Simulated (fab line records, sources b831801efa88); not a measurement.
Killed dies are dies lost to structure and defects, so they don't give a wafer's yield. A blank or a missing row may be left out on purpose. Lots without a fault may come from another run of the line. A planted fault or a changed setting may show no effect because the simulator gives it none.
Which tool did it? | flow sky130 | 6 lots, 18 wafers sampled, at 1 step of a route of 708

WHAT THE GAUGES READ, wafer by wafer
SKY_GATE_OXIDE_OVL_MEAS_10.
lot  | measured     | on         | GATE_OXIDE_OVL (nm)
L261 | day 15 12:05 | overlay-02 | -1.1 -2.0 -0.7
L265 | day 16 17:38 | overlay-02 | 2.1 -0.4 -0.6
L266 | day 17 11:01 | overlay-01 | 0.6 1.0 -1.1
L268 | day 17 23:44 | overlay-01 | 1.2 -1.4 -0.4
L270 | day 19 01:25 | overlay-02 | 1.4 0.8 0.6
L277 | day 21 04:21 | overlay-01 | -0.7 1.5 0.3

WHICH TOOL RAN EACH LOT (tool, then ch and the chambers of the sampled wafers, then the start)
The record holds no process step before these readings.

THE ANSWER, worked out from the rows above alone
Rule: what is usual is taken from the lots themselves. Put in order of their means at a reading, lots are off if they are a third of the lots or fewer, leave a main group of 4 or more, and stand apart from it by a gap of 3 or more times the standard deviation of the main group's means; of several such gaps the widest counts. A main group whose means are all the same, to the digits that the tables above print for the reading, isn't used. A lot without any number at a reading at which 4 lots or more have one is off too. The other lots that the step has rows for count as sound.
No lot is off at any reading shown: from this, nothing can be told.

WHAT THE SIMULATOR HAD PUT IN
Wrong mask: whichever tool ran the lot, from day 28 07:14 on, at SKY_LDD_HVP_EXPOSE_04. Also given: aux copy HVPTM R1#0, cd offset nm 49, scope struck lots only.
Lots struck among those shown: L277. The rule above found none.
